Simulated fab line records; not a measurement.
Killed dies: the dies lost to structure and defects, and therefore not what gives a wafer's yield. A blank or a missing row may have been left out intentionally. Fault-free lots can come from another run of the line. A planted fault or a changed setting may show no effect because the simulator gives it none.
8D (eight disciplines) problem report, filled in by code || flow gf180mcu || the parts of the form that need people (team, actions taken, sign-off) are left out

1. WHAT WENT WRONG
developerTempC at GF_M3_DEVELOP_13 reads a mean of 20.14 C on 6 wafers of 2 lots; wafers without a fault read 20.99 C with a standard deviation of 0.11. That is -7.7 standard deviations from the usual mean.
The step: develop time 60 s.
The first sign was on wafer L222.1 at day 22 23:26, on lithoTrack-02. Wafers with a number at this step in the record: 42, from 14 lots. The rule behind "out" and "out of limits": a value lying over 4 standard deviations away from the usual mean. The other wafers with a number count as sound.

2. WHAT IT IS AND WHAT IT IS NOT
{"question": "which readings at this step", "is": "developerTempC", "is not": "-"}
{"question": "which lots", "is": "L222, L225", "is not": "L218, L220, L232, L233, L234, L235, L236, L237, L238, L239, L240, L241"}
{"question": "which wafers of those lots", "is": "all that have a number", "is not": "-"}
{"question": "read on which tools", "is": "lithoTrack-02", "is not": "lithoTrack-01, lithoTrack-03"}
{"question": "when", "is": "from day 22 23:26", "is not": "up to then (6 sound wafers); but 30 sound wafers of L232, L233, L234, L235, L236, L237, L238, L239, L240, L241 came after"}

3. THE SUSPECTS, EACH WITH WHAT RULES IT OUT
Counting: a tool at any process step up to the reading remains a suspect when it ran all the lots that are out and ran no sound lot after the first of those.
- lithoTrack-02 at GF_M3_DEVELOP_13 (develop time 60 s): ruled out as a lasting fault. After its first lot that is out, L222 (day 22 23:26), sound lots L233, L237, L238 ran on it.
Left after counting: nothing in the record.

4. THE CAUSE (what the simulator had put in)
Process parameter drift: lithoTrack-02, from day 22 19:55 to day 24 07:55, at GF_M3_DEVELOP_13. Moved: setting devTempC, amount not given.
Counting ruled it out, wrongly.

5. THE CHAIN OF EFFECTS, in route order
Each row: a reading whose mean over the struck wafers that have a number lies more than 3 standard deviations from the usual. Only readings whose record carries a usual standard deviation are examined. hours: median over the lots of the time between each lot's start at the first step of this table that gives one and its start at this step. sigmas: the change, counted in usual standard deviations.
{"hours": 0, "step": "GF_M3_DEVELOP_13", "reading": "developerTempC", "usual": "20.99 C", "on struck wafers": 20.14, "change": -0.85, "sigmas": -7.7}
Process steps it contains:
- GF_M3_DEVELOP_13: develop time 60 s.
At these later measuring or inspecting steps, every struck wafer for which the step has a row has a number for every such reading, and none has moved that far: GF_M3_OVL_MEAS_15.

6. WHAT WOULD HAVE CAUGHT IT SOONER
In this record the first reading out of limits was taken at day 22 23:26, 4 hours after the fault began at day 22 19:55.
